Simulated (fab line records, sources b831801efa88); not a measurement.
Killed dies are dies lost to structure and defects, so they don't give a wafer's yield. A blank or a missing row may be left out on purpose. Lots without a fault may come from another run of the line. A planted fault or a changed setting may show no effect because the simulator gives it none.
One fault seen from 2 desks | flow gf180mcu | each desk has only its own numbers; what lay behind them comes last

THE TOOL OWNER'S DESK: implanter-04
The tool's own readings at GF_HV_LDD_IMPLANT_36: means of the sampled wafers that have a number, for each lot that ran on this tool. A lot is out of limits, marked OUT, if its mean lies more than 4 standard deviations from the usual mean; the brackets give that distance.
Columns: A = dose_ions_cm2 at GF_HV_LDD_IMPLANT_36, usual 7.501e+12; B = faraday_current_uA at GF_HV_LDD_IMPLANT_36, usual 42.3
lot  | first seen here | A                           | B
L634 | day 12 12:13    | 7.495e+12                   | 42.7
L639 | day 14 04:43    | 7.498e+12                   | 42.8
L642 | day 15 03:59    | 7.490e+12                   | 42.5
L644 | day 15 19:13    | 7.506e+12                   | 42.6
L646 | day 16 20:12    | 7.501e+12                   | 41.7
L648 | day 17 07:18    | 9.627e+12 (+99 or more) OUT | 55.0 (+15) OUT
L649 | day 17 14:22    | 9.638e+12 (+99 or more) OUT | 54.8 (+15) OUT
This desk's finding: out of limits on L648, L649; first on L648, day 17 07:18 (dose_ions_cm2 at GF_HV_LDD_IMPLANT_36). In limits: L634, L639, L642, L644, L646.

THE METROLOGY DESK
What the gauges read, lot by lot, whatever tool the lot ran on: means of the sampled wafers that have a number. A lot is out of limits, marked OUT, if its mean lies more than 4 standard deviations from the usual mean; the brackets give that distance.
Columns: A = POLY_GATE_OVL at GF_POLY_GATE_OVL_MEAS_11, usual 2 nm; B = cd_nm at GF_HV_LDD_CD_MEAS_19, usual 398.4 nm; C = HV_LDD_3_TW at GF_HV_LDD_TW_MEAS_38, usual 1448; D = HV_LDD_RS at GF_HV_LDD_RS_MEAS_53, usual 418.6 ohm/sq; E = NSD_OVL at GF_NSD_OVL_MEAS_08, usual -0.3 nm
lot  | first seen here | A  | B     | C               | D                | E
L632 | day 9 09:14     | -1 | 399.1 | 1444            | 419.7            | 0.5
L634 | day 10 01:13    | 10 | 396.0 | 1451            | 417.4            | -1.7
L635 | day 10 07:15    | 4  | 397.9 | 1447            | 417.5            | -1.8
L636 | day 10 14:32    | -2 | 399.2 | 1457            | 417.6            | -1.3
L638 | day 11 06:26    | 2  | 396.4 | 1455            | 419.4            | 0.5
L639 | day 11 14:32    | 3  | 397.7 | 1435            | 418.0            | 0.6
L642 | day 12 10:50    | 4  | 401.2 | 1437            | 419.8            | -1.0
L643 | day 12 20:33    | 8  | 398.2 | 1450            | 419.2            | -2.6
L644 | day 13 01:46    | -5 | 396.0 | 1461            | 419.0            | -0.9
L646 | day 13 23:00    | 2  | 396.0 | 1459            | 418.2            | 0.8
L648 | day 14 10:56    | -3 | 394.9 | 1486 (+4.8) OUT | 413.3 (-5.3) OUT | -1.4
L649 | day 14 17:16    | -5 | 399.2 | 1484 (+4.7) OUT | 411.3 (-7.3) OUT | 0.3
L652 | day 15 20:04    | -1 | 401.7 | 1448            | 418.1            | -1.5
This desk's finding: out of limits on L648, L649; first on L648, day 17 07:32 (HV_LDD_3_TW at GF_HV_LDD_TW_MEAS_38). In limits: L632, L634, L635, L636, L638, L639, L642, L643, L644, L646, L652.

PUT TOGETHER
The tool owner's desk could have raised an alarm at day 17 07:18, on L648, L649.
The metrology desk could have raised an alarm at day 17 07:32, on L648, L649.
Of the lots named, all ran GF_HV_LDD_IMPLANT_36 on implanter-04.

WHAT THE SIMULATOR HAD PUT IN
Process parameter drift: implanter-04, from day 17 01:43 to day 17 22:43, at GF_HV_LDD_IMPLANT_36. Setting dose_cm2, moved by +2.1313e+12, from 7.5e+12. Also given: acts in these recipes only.
Lots struck among those shown: L648, L649.
Hours from the fault's start to each desk's first reading out of limits: the tool owner's desk, 6; the metrology desk, 6.
